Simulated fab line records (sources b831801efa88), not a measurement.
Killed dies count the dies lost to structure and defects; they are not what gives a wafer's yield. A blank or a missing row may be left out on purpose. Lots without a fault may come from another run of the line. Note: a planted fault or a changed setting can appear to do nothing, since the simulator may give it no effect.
Split-lot study :: flow gf180mcu :: 5 lots, 23 wafers read, on a route of 602 steps

THE SPLIT ITSELF
At GF_VT_IMPLANT_IMPLANT_30, the setting dose-cm2 was moved away from the recipe's 2.534e+12 on 9 of the 23 wafers read, by -13.7% to +17.0%. For the rest of the wafers, this setting stayed at what the recipe calls for.

THE PATH FROM SPLIT TO READING: the file shows 1 step between them
- GF_VT_IMPLANT_STRIP_31: strips in O2/N2

THE READING
VT_IMPLANT_3_TW, at GF_VT_IMPLANT_TW_MEAS_32. Fault-free wafers of this fab line usually give 270, standard deviation 3.7.

wafer: L074.1
tool, chamber at the split: implanter-03, 0
dose-cm2 as run: 2.534e+12
against the recipe: recipe
VT_IMPLANT_3_TW: 273
against lot-mates on the recipe: -

wafer: L074.3
tool, chamber at the split: implanter-03, 0
dose-cm2 as run: 2.534e+12
against the recipe: recipe
VT_IMPLANT_3_TW: 273
against lot-mates on the recipe: -

wafer: L074.4
tool, chamber at the split: implanter-03, 0
dose-cm2 as run: 2.534e+12
against the recipe: recipe
VT_IMPLANT_3_TW: 272
against lot-mates on the recipe: -

wafer: L074.5
tool, chamber at the split: implanter-03, 0
dose-cm2 as run: 2.333e+12
against the recipe: -7.9%
VT_IMPLANT_3_TW: 266
against lot-mates on the recipe: -7

wafer: L074.6
tool, chamber at the split: implanter-03, 0
dose-cm2 as run: 2.333e+12
against the recipe: -7.9%
VT_IMPLANT_3_TW: 267
against lot-mates on the recipe: -6

wafer: L076.1
tool, chamber at the split: implanter-03, 0
dose-cm2 as run: 2.534e+12
against the recipe: recipe
VT_IMPLANT_3_TW: 272
against lot-mates on the recipe: -

wafer: L076.4
tool, chamber at the split: implanter-03, 0
dose-cm2 as run: 2.534e+12
against the recipe: recipe
VT_IMPLANT_3_TW: 273
against lot-mates on the recipe: -

wafer: L076.5
tool, chamber at the split: implanter-03, 0
dose-cm2 as run: 2.534e+12
against the recipe: recipe
VT_IMPLANT_3_TW: 274
against lot-mates on the recipe: -

wafer: L080.1
tool, chamber at the split: implanter-02, 0
dose-cm2 as run: 2.534e+12
against the recipe: recipe
VT_IMPLANT_3_TW: 272
against lot-mates on the recipe: -

wafer: L080.2
tool, chamber at the split: implanter-02, 0
dose-cm2 as run: 2.534e+12
against the recipe: recipe
VT_IMPLANT_3_TW: 272
against lot-mates on the recipe: -

wafer: L080.4
tool, chamber at the split: implanter-02, 0
dose-cm2 as run: 2.534e+12
against the recipe: recipe
VT_IMPLANT_3_TW: 273
against lot-mates on the recipe: -

wafer: L080.5
tool, chamber at the split: implanter-02, 0
dose-cm2 as run: 2.186e+12
against the recipe: -13.7%
VT_IMPLANT_3_TW: 261
against lot-mates on the recipe: -11

wafer: L080.6
tool, chamber at the split: implanter-02, 0
dose-cm2 as run: 2.186e+12
against the recipe: -13.7%
VT_IMPLANT_3_TW: 261
against lot-mates on the recipe: -11

wafer: L083.1
tool, chamber at the split: implanter-03, 0
dose-cm2 as run: 2.964e+12
against the recipe: +17.0%
VT_IMPLANT_3_TW: 277
against lot-mates on the recipe: +12

wafer: L083.2
tool, chamber at the split: implanter-03, 0
dose-cm2 as run: 2.534e+12
against the recipe: recipe
VT_IMPLANT_3_TW: 264
against lot-mates on the recipe: -

wafer: L083.3
tool, chamber at the split: implanter-03, 0
dose-cm2 as run: 2.534e+12
against the recipe: recipe
VT_IMPLANT_3_TW: 266
against lot-mates on the recipe: -

wafer: L083.4
tool, chamber at the split: implanter-03, 0
dose-cm2 as run: 2.964e+12
against the recipe: +17.0%
VT_IMPLANT_3_TW: 278
against lot-mates on the recipe: +13

wafer: L083.6
tool, chamber at the split: implanter-03, 0
dose-cm2 as run: 2.534e+12
against the recipe: recipe
VT_IMPLANT_3_TW: 264
against lot-mates on the recipe: -

wafer: L085.1
tool, chamber at the split: implanter-03, 0
dose-cm2 as run: 2.683e+12
against the recipe: +5.9%
VT_IMPLANT_3_TW: 266
against lot-mates on the recipe: +3

wafer: L085.2
tool, chamber at the split: implanter-03, 0
dose-cm2 as run: 2.534e+12
against the recipe: recipe
VT_IMPLANT_3_TW: 263
against lot-mates on the recipe: -

wafer: L085.4
tool, chamber at the split: implanter-03, 0
dose-cm2 as run: 2.683e+12
against the recipe: +5.9%
VT_IMPLANT_3_TW: 268
against lot-mates on the recipe: +5

wafer: L085.5
tool, chamber at the split: implanter-03, 0
dose-cm2 as run: 2.534e+12
against the recipe: recipe
VT_IMPLANT_3_TW: 263
against lot-mates on the recipe: -

wafer: L085.6
tool, chamber at the split: implanter-03, 0
dose-cm2 as run: 2.683e+12
against the recipe: +5.9%
VT_IMPLANT_3_TW: 266
against lot-mates on the recipe: +3

FIT RESULTS
A straight line over all 23 wafers: VT_IMPLANT_3_TW changes by +0.43 for each +1% of dose-cm2; r = +0.62; the points scatter about the line by 4.
The same after taking each lot's own level away (the mean of its wafers on the recipe; 23 wafers): +0.77 for each +1%; r = +0.99; scatter 0.76.
That fit puts the effect of the largest move of dose-cm2 on the reading at 13.
The span of the lots' own levels, 263.0 to 273.0, comes to 2.7 times the standard deviation stated above.
So the lot-to-lot level blurs the effect unless lot-mates are compared.
Check: with one of the wafers moved furthest among these (+17.0%) left out of the fit, the line predicts +13.1 for it against its lot-mates. It came out at +12.3 against them.

OTHER SPLITS APPLIED TO THESE WAFERS
Other splits were also applied to these wafers ahead of the reading. Each is held against what the fit with the lots' levels taken away leaves over:
other split on the same wafers: GF_STI_COAT_07 resist-thk-nm
wafers away from the commonest value: 5
r with VT_IMPLANT_3_TW (lot level and that fit taken away): +0.27

other split on the same wafers: GF_STI_ETCH_13 over-etch-frac
wafers away from the commonest value: 9
r with VT_IMPLANT_3_TW (lot level and that fit taken away): -0.45

other split on the same wafers: GF_STI_CVD_23 sih4-flow-sccm
wafers away from the commonest value: 11
r with VT_IMPLANT_3_TW (lot level and that fit taken away): -0.31

other split on the same wafers: GF_DNWELL_SOFTBAKE_03 temp-c
wafers away from the commonest value: 5
r with VT_IMPLANT_3_TW (lot level and that fit taken away): -0.16

other split on the same wafers: GF_MVPSD_COAT_02 resist-thk-nm
wafers away from the commonest value: 10
r with VT_IMPLANT_3_TW (lot level and that fit taken away): +0.08

other split on the same wafers: GF_MVPSD_EXPOSE_04 dose-mj
wafers away from the commonest value: 8
r with VT_IMPLANT_3_TW (lot level and that fit taken away): +0.10

other split on the same wafers: GF_VT_IMPLANT_IMPLANT_08 energy-kev
wafers away from the commonest value: 10
r with VT_IMPLANT_3_TW (lot level and that fit taken away): -0.05

other split on the same wafers: GF_VT_IMPLANT_STRIP_20 power-w
wafers away from the commonest value: 10
r with VT_IMPLANT_3_TW (lot level and that fit taken away): -0.09

FILE'S OWN FIT
VT_IMPLANT_3_TW changes by +0.775 for each +1% of dose-cm2, r = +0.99.
